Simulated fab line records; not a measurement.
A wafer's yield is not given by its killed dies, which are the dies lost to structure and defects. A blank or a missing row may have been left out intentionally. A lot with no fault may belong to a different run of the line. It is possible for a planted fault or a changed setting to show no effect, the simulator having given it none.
Which tool did it? | flow gf180mcu | 14 lots with 42 wafers sampled at 4 steps, on a route of 602 steps

WHAT THE GAUGES SHOWED, per wafer
GF_TOP_METAL_CD_MEAS_14 targets a cd of 440 nm. Usual: cd_nm reads 441.0 nm (standard deviation 2.2).
lot  | measured     | on        | cd_nm (nm)        | flag
L807 | day 27 23:37 | cd_sem-01 | 437.9 437.7 437.5 |
L808 | day 28 10:16 | cd_sem-02 | 438.8 439.5 439.5 |
L811 | day 29 08:37 | cd_sem-01 | 438.7 440.1 440.5 |
L812 | day 29 14:34 | cd_sem-01 | 439.8 441.1 440.9 |
L813 | day 29 19:28 | cd_sem-02 | 440.3 438.9 440.0 |
L814 | day 30 05:08 | cd_sem-01 | 441.1 441.6 440.3 |
L816 | day 30 21:02 | cd_sem-01 | 438.9 439.2 438.4 |
L817 | day 31 00:50 | cd_sem-01 | 444.4 444.7 446.4 |
L820 | day 32 04:11 | cd_sem-02 | 443.4 444.2 443.6 |
L821 | day 32 04:58 | cd_sem-01 | 443.1 443.9 444.2 |
L822 | day 32 08:52 | cd_sem-01 | 440.0 438.4 439.8 |
L824 | day 32 23:27 | cd_sem-01 | 437.8 439.3 436.4 |
L828 | day 33 20:33 | cd_sem-01 | 443.0 443.7 444.0 |
L829 | day 33 23:55 | cd_sem-02 | 440.6 441.9 442.7 |

GF_PASSIVATION_THK_MEAS_03. Usual: PASSIVATION_CVD_02_THK gives 701 nm (standard deviation 8.8).
lot  | measured     | on            | PASSIVATION_CVD_02_THK (nm) | flag
L807 | day 28 01:04 | film_metro-01 | 686 706 704                 |
L808 | day 28 12:00 | film_metro-01 | 697 704 710                 |
L811 | day 29 09:55 | film_metro-01 | 688 697 719                 |
L812 | day 29 15:53 | film_metro-04 | 705 695 716                 |
L813 | day 29 21:08 | film_metro-04 | 686 709 710                 |
L814 | day 30 06:25 | film_metro-01 | 702 696 701                 |
L816 | day 30 22:20 | film_metro-04 | 695 704 707                 |
L817 | day 31 02:13 | film_metro-04 | 696 709 712                 |
L820 | day 32 05:31 | film_metro-01 | 689 689 699                 |
L821 | day 32 06:14 | film_metro-04 | 692 698 712                 |
L822 | day 32 10:11 | film_metro-01 | 696 696 706                 |
L824 | day 33 00:46 | film_metro-04 | 684 703 706                 |
L828 | day 33 21:56 | film_metro-04 | 693 701 709                 |
L829 | day 34 01:37 | film_metro-04 | 698 713 716                 |

WHAT TOOL EACH LOT RAN ON (gives the tool, then ch and the chambers of the sampled wafers, and finally the start)
lot  | GF_CONTACT_STRIP_18                  | GF_TOP_METAL_SPUTTER_00
L807 | plasma_asher-03 ch 0,1, day 16 00:02 | pvd_sputter-04, day 27 03:34
L808 | plasma_asher-03 ch 0,1, day 16 11:28 | pvd_sputter-04, day 27 14:37
L811 | plasma_asher-01 ch 0,1, day 17 15:28 | pvd_sputter-02, day 28 13:17
L812 | plasma_asher-03 ch 0,1, day 17 22:16 | pvd_sputter-04, day 28 19:25
L813 | plasma_asher-01 ch 0,1, day 18 03:23 | pvd_sputter-02, day 29 00:16
L814 | plasma_asher-02 ch 0,1, day 18 13:34 | pvd_sputter-03, day 29 10:08
L816 | plasma_asher-03 ch 0,1, day 19 11:49 | pvd_sputter-04, day 30 02:31
L817 | plasma_asher-02 ch 0,1, day 19 17:51 | pvd_sputter-04, day 30 07:20
L820 | plasma_asher-01 ch 0,1, day 21 06:13 | pvd_sputter-02, day 31 10:59
L821 | plasma_asher-03 ch 0,1, day 21 09:22 | pvd_sputter-02, day 31 11:58
L822 | plasma_asher-01 ch 0,1, day 21 13:08 | pvd_sputter-03, day 31 16:21
L824 | plasma_asher-03 ch 0,1, day 22 11:25 | pvd_sputter-02, day 32 07:01
L828 | plasma_asher-03 ch 0,1, day 23 17:28 | pvd_sputter-04, day 33 04:43
L829 | plasma_asher-03 ch 0,1, day 23 21:37 | pvd_sputter-03, day 33 08:34
- GF_CONTACT_STRIP_18: strips in O2/N2.
- GF_TOP_METAL_SPUTTER_00: material Ti, target thk 37.5 nm, time 150 s.

AS READ BY THE TOOLS THEMSELVES (means over the sampled wafers that have a number; for cases with no such wafer, the mark the record gives instead)
GF_CONTACT_STRIP_18. Usual: drypump_motor_current_A 5.6 A, standard deviation 0.65; heater_power_w 339 W, standard deviation 34; o2_flow_sccm 2999 sccm, standard deviation 8.2; oes_product_au 0.580 a.u., standard deviation 0.0055.
lot  | tool            | drypump_motor_current_A (A) | heater_power_w (W) | o2_flow_sccm (sccm) | oes_product_au (a.u.) | flag
L807 | plasma_asher-03 | 5.2                         | 322                | 3009                | 0.578                 |
L808 | plasma_asher-03 | 5.7                         | 346                | 3011                | 0.575                 |
L811 | plasma_asher-01 | 6.2                         | 363                | 3005                | 0.582                 |
L812 | plasma_asher-03 | 5.7                         | 344                | 2991                | 0.585                 |
L813 | plasma_asher-01 | 6.2                         | 362                | 2998                | 0.582                 |
L814 | plasma_asher-02 | 5.7                         | 334                | 3002                | 0.582                 |
L816 | plasma_asher-03 | 5.2                         | 319                | 3003                | 0.581                 |
L817 | plasma_asher-02 | 5.7                         | 334                | 2993                | 0.573                 |
L820 | plasma_asher-01 | 6.1                         | 367                | 2995                | 0.582                 |
L821 | plasma_asher-03 | 5.2                         | 320                | 3005                | 0.586                 |
L822 | plasma_asher-01 | 6.2                         | 366                | 2995                | 0.581                 |
L824 | plasma_asher-03 | 5.2                         | 319                | 2997                | 0.578                 |
L828 | plasma_asher-03 | 5.7                         | 346                | 2999                | 0.580                 |
L829 | plasma_asher-03 | 5.7                         | 351                | 2993                | 0.576                 |

GF_TOP_METAL_SPUTTER_00. Usual: throttle_valve_pct reads 30.3 % (standard deviation 1.1).
lot  | tool           | throttle_valve_pct (%) | flag
L807 | pvd_sputter-04 | 29.9                   |
L808 | pvd_sputter-04 | 29.7                   |
L811 | pvd_sputter-02 | 30.3                   |
L812 | pvd_sputter-04 | 31.1                   |
L813 | pvd_sputter-02 | 30.4                   |
L814 | pvd_sputter-03 | 29.9                   |
L816 | pvd_sputter-04 | 30.2                   |
L817 | pvd_sputter-04 | 30.0                   |
L820 | pvd_sputter-02 | 30.8                   |
L821 | pvd_sputter-02 | 30.5                   |
L822 | pvd_sputter-03 | 30.5                   |
L824 | pvd_sputter-02 | 31.1                   |
L828 | pvd_sputter-04 | 30.3                   |
L829 | pvd_sputter-03 | 30.8                   |

THE ANSWER, worked out from the rows above alone
Rule: take the mean of a lot's wafers that have a number; if it is more than 3 standard deviations from the usual mean, the lot is off. Also off: a lot with no number at a reading for which 4 or more lots have one. The other lots that the step has rows for count as sound. Order of review: gauges by route order, followed by the tools' own readings, for which a lot's mean as printed above is used. The first step at which some lot is off is used, and at that step the reading that is off furthest; a lot without a number counts as furthest.
Across all readings shown, no lot is off: no conclusion can be drawn from this.

WHAT THE SIMULATOR HAD INSERTED
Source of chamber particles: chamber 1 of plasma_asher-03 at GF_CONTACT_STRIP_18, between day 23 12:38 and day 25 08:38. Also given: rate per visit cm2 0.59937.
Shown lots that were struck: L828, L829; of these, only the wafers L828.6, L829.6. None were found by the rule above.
